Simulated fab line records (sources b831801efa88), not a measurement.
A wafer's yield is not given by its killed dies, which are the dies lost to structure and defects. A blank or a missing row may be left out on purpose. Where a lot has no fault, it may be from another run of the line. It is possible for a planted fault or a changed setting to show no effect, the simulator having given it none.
The tool behind it: which one? + flow gf180mcu + 39 wafers from 13 lots sampled at 4 of the route's 602 steps

== WHAT THE GAUGES SHOWED, per wafer ==
GF_CONTACT_THK_MEAS_26: measures by xrf. Usual: CONTACT_W_THK typically reads 304 nm, with standard deviation 5.2.
| lot  | measured     | on            | CONTACT_W_THK (nm) | flag |
|------|--------------|---------------|--------------------|------|
| L489 | day 15 19:30 | film_metro-01 | 300 296 301        |      |
| L490 | day 16 01:20 | film_metro-02 | 297 296 298        |      |
| L491 | day 16 18:02 | film_metro-03 | 302 311 305        |      |
| L492 | day 16 22:26 | film_metro-01 | 295 300 304        |      |
| L493 | day 17 14:10 | film_metro-01 | 303 303 299        |      |
| L495 | day 18 05:12 | film_metro-03 | 309 309 305        |      |
| L497 | day 19 05:50 | film_metro-03 | 307 303 307        |      |
| L498 | day 20 05:11 | film_metro-03 | 302 305 306        |      |
| L504 | day 21 20:55 | film_metro-02 | 299 300 299        |      |
| L505 | day 22 08:45 | film_metro-03 | 316 310 318        |      |
| L507 | day 22 12:59 | film_metro-03 | 313 313 312        |      |
| L511 | day 24 02:01 | film_metro-02 | 304 304 299        |      |
| L512 | day 24 12:22 | film_metro-03 | 308 309 312        |      |

GF_M1_THK_MEAS_06: measures by xrf. Usual: M1_ALCU_THK typically reads 451 nm, with standard deviation 5.7.
| lot  | measured     | on            | M1_ALCU_THK (nm) | flag |
|------|--------------|---------------|------------------|------|
| L489 | day 15 20:14 | film_metro-03 | 451 454 450      |      |
| L490 | day 16 02:04 | film_metro-03 | 458 449 460      |      |
| L491 | day 16 19:28 | film_metro-04 | 448 441 450      |      |
| L492 | day 16 23:11 | film_metro-04 | 447 449 445      |      |
| L493 | day 17 14:52 | film_metro-03 | 456 458 458      |      |
| L495 | day 18 05:54 | film_metro-03 | 449 448 448      |      |
| L497 | day 19 06:32 | film_metro-03 | 453 457 454      |      |
| L498 | day 20 05:53 | film_metro-03 | 457 445 447      |      |
| L504 | day 21 21:37 | film_metro-04 | 452 458 461      |      |
| L505 | day 22 09:27 | film_metro-04 | 452 447 444      |      |
| L507 | day 22 13:41 | film_metro-01 | 461 454 464      |      |
| L511 | day 24 02:48 | film_metro-01 | 450 445 451      |      |
| L512 | day 24 13:04 | film_metro-01 | 450 447 448      |      |

GF_V1_BOW_MEAS_05. Usual: V1_BOW typically reads 84 um, with standard deviation 7.4.
| lot  | measured     | on            | V1_BOW (um) | flag |
|------|--------------|---------------|-------------|------|
| L489 | day 16 18:50 | film_metro-01 | 78 85 92    |      |
| L490 | day 17 00:19 | film_metro-02 | 68 92 88    |      |
| L491 | day 17 20:44 | film_metro-04 | 87 79 85    |      |
| L492 | day 18 00:04 | film_metro-02 | 91 92 89    |      |
| L493 | day 18 15:45 | film_metro-02 | 95 94 98    |      |
| L495 | day 19 06:58 | film_metro-04 | 78 83 83    |      |
| L497 | day 20 08:17 | film_metro-04 | 89 92 93    |      |
| L498 | day 21 07:05 | film_metro-01 | 75 91 91    |      |
| L504 | day 22 22:20 | film_metro-01 | 91 79 80    |      |
| L505 | day 23 09:37 | film_metro-01 | 77 90 86    |      |
| L507 | day 23 13:09 | film_metro-04 | 87 80 79    |      |
| L511 | day 25 02:07 | film_metro-04 | 79 85 73    |      |
| L512 | day 25 12:29 | film_metro-04 | 84 87 100   |      |

== WHICH TOOL RAN EACH LOT (tool, then ch and the chambers of the sampled wafers, then the start) ==
| lot  | GF_M1_STRIP_17                       |
|------|--------------------------------------|
| L489 | plasma_asher-02 ch 0,1, day 16 17:01 |
| L490 | plasma_asher-01 ch 0,1, day 16 23:13 |
| L491 | plasma_asher-04 ch 0,1, day 17 18:38 |
| L492 | plasma_asher-01 ch 0,1, day 17 22:53 |
| L493 | plasma_asher-04 ch 0,1, day 18 14:38 |
| L495 | plasma_asher-04 ch 0,1, day 19 05:50 |
| L497 | plasma_asher-02 ch 0,1, day 20 06:50 |
| L498 | plasma_asher-02 ch 0,1, day 21 05:58 |
| L504 | plasma_asher-02 ch 0,1, day 22 21:14 |
| L505 | plasma_asher-02 ch 0, day 23 08:31   |
| L507 | plasma_asher-04 ch 0,1, day 23 12:04 |
| L511 | plasma_asher-04 ch 1, day 25 00:58   |
| L512 | plasma_asher-04 ch 0,1, day 25 11:02 |
- GF_M1_STRIP_17: strips in O2/N2.

== AS READ BY THE TOOLS THEMSELVES (means over the sampled wafers that have a number; for cases with no such wafer, the mark the record gives instead) ==
GF_M1_STRIP_17. Usual: drypump_motor_current_A 5.7 A, standard deviation 0.39; heater_power_w 316 W, standard deviation 14; oes_product_au 0.557 a.u., standard deviation 0.0047; strip_time_to_endpoint_s 7.85 s, standard deviation 0.046.
| lot  | tool            | drypump_motor_current_A (A) | heater_power_w (W) | oes_product_au (a.u.) | strip_time_to_endpoint_s (s) | flag |
|------|-----------------|-----------------------------|--------------------|-----------------------|------------------------------|------|
| L489 | plasma_asher-02 | 6.0                         | 308                | 0.554                 | 7.85                         |      |
| L490 | plasma_asher-01 | 5.6                         | 336                | 0.558                 | 7.82                         |      |
| L491 | plasma_asher-04 | 5.4                         | 316                | 0.556                 | 7.84                         |      |
| L492 | plasma_asher-01 | 5.4                         | 339                | 0.559                 | 7.89                         |      |
| L493 | plasma_asher-04 | 5.4                         | 313                | 0.555                 | 7.80                         |      |
| L495 | plasma_asher-04 | 5.5                         | 315                | 0.559                 | 7.86                         |      |
| L497 | plasma_asher-02 | 6.0                         | 310                | 0.552                 | 7.86                         |      |
| L498 | plasma_asher-02 | 6.0                         | 310                | 0.560                 | 7.89                         |      |
| L504 | plasma_asher-02 | 6.2                         | 307                | 0.559                 | 7.35                         | OFF  |
| L505 | plasma_asher-02 | 5.7                         | 314                | 0.557                 | 7.36                         | OFF  |
| L507 | plasma_asher-04 | 5.5                         | 316                | 0.558                 | 7.90                         |      |
| L511 | plasma_asher-04 | 5.4                         | 316                | 0.565                 | 7.91                         |      |
| L512 | plasma_asher-04 | 5.4                         | 317                | 0.555                 | 7.86                         |      |

== THE ANSWER, worked out from the rows above alone ==
Rule: lot off if the mean of its wafers having a number is beyond 3 standard deviations from the usual mean. A lot without any number at a reading at which 4 lots or more have one is off too. All remaining lots with rows at the step are treated as sound. After the gauges, taken in route order, come the tools' own readings; for these a lot's mean is taken, as printed above. At the first step where some lot is off, the reading lying furthest off is the one used; lots without a number count as furthest.
Off: L504, L505, at GF_M1_STRIP_17 (strip_time_to_endpoint_s).
A tool fits if, at that step or a process step before it, it ran every lot that is off, and no sound lot after the first of them. One fits: GF_M1_STRIP_17 on plasma_asher-02. A fault onset in the window from L498 (day 21 05:58, its last sound lot) to L504 (day 22 21:14, its first lot off) fits.
The tool's own readings at GF_M1_STRIP_17 bear it out: on the lots that are off they differ by more than 5 times the standard deviation of the sound lots' means. strip_time_to_endpoint_s reads 7.36 s there against 7.86 s on the sound lots.

== WHAT HAD BEEN PUT IN BY THE SIMULATOR ==
Process parameters drifting: plasma_asher-02 at GF_M1_STRIP_17, beginning at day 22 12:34. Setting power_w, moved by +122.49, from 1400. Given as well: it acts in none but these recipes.
Struck lots among those shown: L504, L505. The rule given above showed the same thing.
